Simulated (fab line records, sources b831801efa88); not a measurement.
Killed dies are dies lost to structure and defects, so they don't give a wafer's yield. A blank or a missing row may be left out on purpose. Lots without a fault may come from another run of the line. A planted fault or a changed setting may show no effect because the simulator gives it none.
A struck lot beside a sound one | flow sky130 | 43 steps out of a route of 708
Sound: wafers L879.1, L879.3, L879.5. Struck: wafers L888.1, L888.4, L888.5. The cause comes at the end.
At each step with rows: each side's tool, then ch and its chambers, then its first start. Under that, the readings that differ: sound wafers | struck wafers | difference of the means | sigmas: that difference in standard deviations of wafers without a fault.
alike: readings whose means differ by less than 2 such deviations, and words and numbers that are the same on both sides. not compared: withheld readings, readings that some wafer has no value for, bounds like >300 that may hide the same value, and numbers for which the record gives no deviation and whose values overlap.
The two part at a step that has a row with sigmas, a row that says differs or no value, or rows on one side only. Numbers that don't overlap but have no deviation are shown without sigmas and don't part them. A reading that every wafer of one side lacks parts them only if that side has two wafers or more.

SKY_VT_ADJUST_NCORE_STRIP_10: strips in O2/N2.
  sound on plasma_asher-03 ch 0,1, day 9 02:07; struck on plasma_asher-04 ch 0, day 11 16:02
  alike: drypump_motor_current_A, oes_product_au, strip_time_to_endpoint_s
  not compared: rf_hours_counter_h
SKY_VT_ADJUST_NCORE_TW_MEAS_11:
  sound on film_metro-01, day 9 02:13; struck on film_metro-01, day 11 16:08
  alike: VT_ADJUST_NCORE_TW
then, 7 steps without rows for these wafers: SKY_VT_ADJUST_HVTR_DEHYDRATE_00 (time 60 s); SKY_VT_ADJUST_HVTR_HMDS_01 (prime time 60 s); SKY_VT_ADJUST_HVTR_COAT_02 (resist thk 1140 nm); SKY_VT_ADJUST_HVTR_SOFTBAKE_03 (time 60 s); SKY_VT_ADJUST_HVTR_EXPOSE_04 (exposes mask HVTRM, target cd 380 nm); SKY_VT_ADJUST_HVTR_PEB_05; SKY_VT_ADJUST_HVTR_DEVELOP_06 (develop time 60 s).
SKY_VT_ADJUST_HVTR_CD_MEAS_07: target cd 380 nm.
  sound on cd_sem-01, day 9 23:47; struck on cd_sem-02, day 12 16:22
  alike: cd_nm
SKY_VT_ADJUST_HVTR_OVL_MEAS_08:
  sound on overlay-02, day 9 23:55; struck on overlay-01, day 12 16:29
  alike: VT_ADJUST_HVTR_OVL
then, 1 step without rows for these wafers: SKY_VT_ADJUST_HVTR_IMPLANT_09.
SKY_VT_ADJUST_HVTR_STRIP_10: strips in O2/N2.
  sound on plasma_asher-02 ch 0,1, day 10 00:06; struck on plasma_asher-02 ch 0,1, day 12 16:41
  alike: drypump_motor_current_A, oes_product_au, strip_time_to_endpoint_s
  not compared: rf_hours_counter_h
SKY_VT_ADJUST_HVTR_TW_MEAS_11:
  sound on film_metro-02, day 10 00:12; struck on film_metro-03, day 12 16:47
  alike: VT_ADJUST_HVTR_TW
then, 7 steps without rows for these wafers: SKY_VT_ADJUST_PCH_DEHYDRATE_00 (time 60 s); SKY_VT_ADJUST_PCH_HMDS_01 (prime time 60 s); SKY_VT_ADJUST_PCH_COAT_02 (resist thk 3000 nm); SKY_VT_ADJUST_PCH_SOFTBAKE_03; SKY_VT_ADJUST_PCH_EXPOSE_04 (exposes mask NWM, target cd 840 nm); SKY_VT_ADJUST_PCH_PEB_05; SKY_VT_ADJUST_PCH_DEVELOP_06 (develop time 60 s).
SKY_VT_ADJUST_PCH_OVL_MEAS_07:
  sound on overlay-01, day 10 23:10; struck on overlay-02, day 13 17:41
  alike: VT_ADJUST_PCH_OVL
then, 1 step without rows for these wafers: SKY_VT_ADJUST_PCH_IMPLANT_08.
SKY_VT_ADJUST_PCH_STRIP_09: strips in O2/N2.
  sound on plasma_asher-04 ch 1, day 10 23:22; struck on plasma_asher-02 ch 0,1, day 13 17:52
  alike: drypump_motor_current_A, oes_product_au, strip_time_to_endpoint_s
  not compared: rf_hours_counter_h
SKY_VT_ADJUST_PCH_TW_MEAS_10:
  sound on film_metro-01, day 10 23:28; struck on film_metro-01, day 13 17:58
  alike: VT_ADJUST_PCH_TW
then, 7 steps without rows for these wafers: SKY_SONOS_TUNNEL_DEHYDRATE_00 (time 60 s); SKY_SONOS_TUNNEL_HMDS_01 (prime time 60 s); SKY_SONOS_TUNNEL_COAT_02 (resist thk 1140 nm); SKY_SONOS_TUNNEL_SOFTBAKE_03 (time 60 s); SKY_SONOS_TUNNEL_EXPOSE_04 (exposes mask TUNM, target cd 410 nm); SKY_SONOS_TUNNEL_PEB_05; SKY_SONOS_TUNNEL_DEVELOP_06 (develop time 60 s).
SKY_SONOS_TUNNEL_CD_MEAS_07: target cd 410 nm.
  sound on cd_sem-02, day 11 22:27; struck on cd_sem-01, day 14 19:55
  alike: cd_nm
SKY_SONOS_TUNNEL_OVL_MEAS_08:
  sound on overlay-02, day 11 22:34; struck on overlay-02, day 14 20:02
  alike: SONOS_TUNNEL_OVL
then, 3 steps without rows for these wafers: SKY_SONOS_TUNNEL_IMPLANT_09; SKY_SONOS_TUNNEL_WET_ETCH_10 (etches SiO2 in dHF, target depth 14 nm, time 280 s); SKY_SONOS_TUNNEL_STRIP_11 (strips in SPM, time 600 s).
SKY_SONOS_TUNNEL_TW_MEAS_12:
  sound on film_metro-04, day 11 23:01; struck on film_metro-04, day 14 20:29
  alike: SONOS_TUNNEL_TW
then, 2 steps without rows for these wafers: SKY_SONOS_TUNNEL_CLEAN_13 (cleans in dHF, time 20 s); SKY_SONOS_ONO_OXIDATION_00 (stabilise 600 s, purge 300 s, target thk 2.6 nm).
SKY_SONOS_ONO_THK_MEAS_01:
  sound on film_metro-01, day 12 01:07; struck on film_metro-03, day 14 22:38
  alike: SONOS_ONO_OXIDATION_THK
then, 1 step without rows for these wafers: SKY_SONOS_ONO_CVD_02 (deposits Si3N4 from DCS/NH3, target thk 10.5 nm, time 180 s).
-- the record jumps here: 33 days lie between the struck wafers' starts before and after (it left off in module SONOS_ONO and takes up again in module PAD_OPEN, whose first step shown is number 708 of the route) --
SKY_PAD_OPEN_PROBE_99:
  the record has rows for the struck wafers here (prober-01, day 48 08:36) and none for the sound ones

WHERE THEY PART
Only at SKY_PAD_OPEN_PROBE_99, within this record.

WHY: what the simulator had put in
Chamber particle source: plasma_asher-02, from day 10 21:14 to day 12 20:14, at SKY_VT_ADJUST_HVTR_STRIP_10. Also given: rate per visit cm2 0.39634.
